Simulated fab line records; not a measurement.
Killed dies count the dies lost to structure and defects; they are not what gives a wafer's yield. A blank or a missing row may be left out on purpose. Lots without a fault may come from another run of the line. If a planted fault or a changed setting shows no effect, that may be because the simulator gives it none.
A struck lot beside a sound one	flow gf180mcu	15 out of 602 route steps
Sound: the wafers L832.1, L832.2, L832.4. Wafers L844.1, L844.2, L844.3 were the ones struck. The cause comes at the end.
For every step that has rows: the tool of each side, followed by ch and its chambers, followed by its first start. Under that, the readings that differ: sound wafers	struck wafers	difference of the means	sigmas: that difference in standard deviations of wafers without a fault.
alike: words and numbers the same on both sides, and readings whose means are apart by under 2 such deviations; not compared: readings that were withheld, readings missing a value for some wafer, numbers with overlapping values and no deviation given by the record, and bounds like >300 which may hide the same value.
A row with sigmas, a row that says differs or no value, or rows on one side alone: a step with any of these is where the two part. When numbers do not overlap yet have no deviation, they are printed without sigmas and do not part them. Lack of a reading on every wafer of one side parts them only where that side has two or more wafers.

GF_CONTACT_THK_MEAS_26: measures by xrf.
  sound on film metro-02, day 16 02:14; struck on film metro-02, day 20 16:04
  alike: CONTACT_W_THK
GF_CONTACT_CMP_27: polishes, stops on SiO2, t overpolish 15 s, target thk 0 nm.
  sound on cmp-02 ch 0,1,3, day 16 02:21; struck on cmp-02 ch 0,1,2, day 20 16:11
  alike: motor current A, overpolish run s, time to endpoint s
GF_M1_SPUTTER_00: material Ti, target thk 37.5 nm, time 150 s.
  sound on pvd sputter-04, day 16 02:36; struck on pvd sputter-04, day 20 16:26
  alike: throttle valve pct
then, 1 step without rows for these wafers: GF_M1_SPUTTER_01 (material TiN, target thk 30 nm, time 25 s).
GF_M1_SPUTTER_02: material AlCu, target thk 450 nm, time 23.9 s.
  sound on pvd sputter-04, day 16 02:44; struck on pvd sputter-04, day 20 16:34
  alike: throttle valve pct
GF_M1_SPUTTER_03: material Ti, target thk 10 nm, time 6.7 s.
  sound on pvd sputter-04, day 16 02:46; struck on pvd sputter-04, day 20 16:35
  alike: throttle valve pct
GF_M1_SPUTTER_04: material TiN, target thk 50 nm, time 41.7 s.
  sound on pvd sputter-04, day 16 02:47; struck on pvd sputter-04, day 20 16:37
  alike: throttle valve pct
GF_M1_RS_MEAS_05: measures by four-point-probe.
  sound on film metro-04, day 16 02:49; struck on film metro-01, day 20 16:39
  alike: M1_ALCU_RS
GF_M1_THK_MEAS_06: measures by xrf.
  sound on film metro-04, day 16 02:56; struck on film metro-01, day 20 16:46
  alike: M1_ALCU_THK
then, 3 steps without rows for these wafers: GF_M1_DEHYDRATE_07 (time 60 s); GF_M1_HMDS_08 (prime time 60 s); GF_M1_COAT_09 (resist thk 1000 nm).
GF_M1_SOFTBAKE_10: time 60 s.
  sound on litho track-04 ch 0, day 16 13:29; struck on litho track-01 ch 0, day 21 04:43
reading	sound	struck	difference	sigmas
run length s (s)	88.90 88.70 88.82	93.50 93.46 93.44	+4.66	+18
  alike: exhaust pa
then, 1 step without rows for these wafers: GF_M1_EXPOSE_11 (exposes mask Metal1, target cd 230 nm).
GF_PASSIVATION_PROBE_99:
  the record has rows for the sound wafers here (prober-02, day 28 23:29) and none for the struck ones

WHERE THEY PART
First at GF_M1_SOFTBAKE_10; last, within this record, at GF_PASSIVATION_PROBE_99.

WHY: what the simulator had put in
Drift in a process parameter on litho track-01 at GF_M1_SOFTBAKE_10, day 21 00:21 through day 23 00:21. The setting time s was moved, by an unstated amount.
